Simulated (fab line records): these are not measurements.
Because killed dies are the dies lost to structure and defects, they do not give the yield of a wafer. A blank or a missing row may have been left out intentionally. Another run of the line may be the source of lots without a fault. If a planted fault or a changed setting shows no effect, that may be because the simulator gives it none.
Struck lot and sound lot, side by side	flow gf180mcu	15 steps out of a route of 602
Sound: wafers L322.1, L322.4, L322.6. The struck wafers were L313.2, L313.3, L313.4. The cause is named last.
Per side, at each step with rows, come the tool, then ch with its chambers, and then its first start. Under that, the readings that differ: sound wafers	struck wafers	difference of the means	sigmas: that difference in standard deviations of wafers without a fault.
alike: readings whose means differ by less than 2 such deviations, and words and numbers that are the same on both sides. not compared: withheld readings, readings that some wafer has no value for, bounds like >300 that may hide the same value, and numbers for which the record gives no deviation and whose values overlap.
The two part at a step that has a row with sigmas, a row that says differs or no value, or rows on one side only. When numbers do not overlap yet have no deviation, they are printed without sigmas and do not part them. A reading that every wafer of one side lacks parts them only if that side has two wafers or more.

first, 5 steps without rows for these wafers: GF_V3_COAT_09 (resist thk 1000 nm); GF_V3_SOFTBAKE_10 (time 60 s); GF_V3_EXPOSE_11 (exposes mask Via3, target cd 260 nm); GF_V3_PEB_12 (peb time 90 s); GF_V3_DEVELOP_13 (develop time 60 s).
GF_V3_CD_MEAS_14: the cd target is 260 nm.
  struck on cd-sem-01, day 23 16:43; sound on cd-sem-02, day 26 12:17
  alike: cd-nm
GF_V3_OVL_MEAS_15:
  struck on overlay-01, day 23 16:51; sound on overlay-01, day 26 12:25
  alike: V3_OVL
GF_V3_ETCH_16: etches BARC in N2/H2.
  sound on rie-diel-04 ch 0,1,3, day 26 12:27; struck on rie-diel-03 ch 1,2,3, day 23 16:53
  alike: drypump-motor-current-A, oes-product-au, throttle-valve-pct
GF_V3_ETCH_17: etches SiO2 in C4F8/O2/Ar, stops on TiN, target depth 635 nm.
  sound: rie-diel-04 ch 0,1,3; struck: rie-diel-03 ch 1,2,3
  alike: oes-product-au
GF_V3_STRIP_18: strips in O2/N2.
  sound on plasma-asher-01 ch 0,1, day 26 12:35; struck on plasma-asher-03 ch 0,1, day 23 17:01
reading	sound	struck	difference	sigmas
oes-product-au (a.u.)	0.596 0.605 0.592	0.589 0.584 0.589	-0.010	-2
  alike: drypump-motor-current-A, heater-power-w
  not compared: rf-hours-counter-h
then, 2 steps without rows for these wafers: GF_V3_STRIP_19 (strips in post etch residue remover, time 1200 s); GF_V3_CLEAN_20 (cleans in DIW).
GF_V3_SPUTTER_21: material Ti, target thk 15 nm, time 80.02 s.
  struck on pvd-sputter-04, day 23 17:32; sound on pvd-sputter-01, day 26 13:07
reading	sound	struck	difference	sigmas
model.Ti_of_V3_SPUTTER_21.thk-nm (nm)	14.84 15.05 14.96	21.19 21.54 21.31	+6.40	
  alike: throttle-valve-pct
GF_V3_SPUTTER_22: material TiN, target thk 10 nm, time 40 s.
  struck on pvd-sputter-04, day 23 17:36; sound on pvd-sputter-01, day 26 13:10
  alike: throttle-valve-pct
after that, 1 step had no rows for these wafers: GF_PASSIVATION_PROBE_99.

WHERE THEY PART
Only at GF_V3_STRIP_18, as far as this record shows. Later steps at which nothing parts them and some readings are alike: GF_V3_SPUTTER_21, GF_V3_SPUTTER_22.

WHY: whatever the simulator had introduced
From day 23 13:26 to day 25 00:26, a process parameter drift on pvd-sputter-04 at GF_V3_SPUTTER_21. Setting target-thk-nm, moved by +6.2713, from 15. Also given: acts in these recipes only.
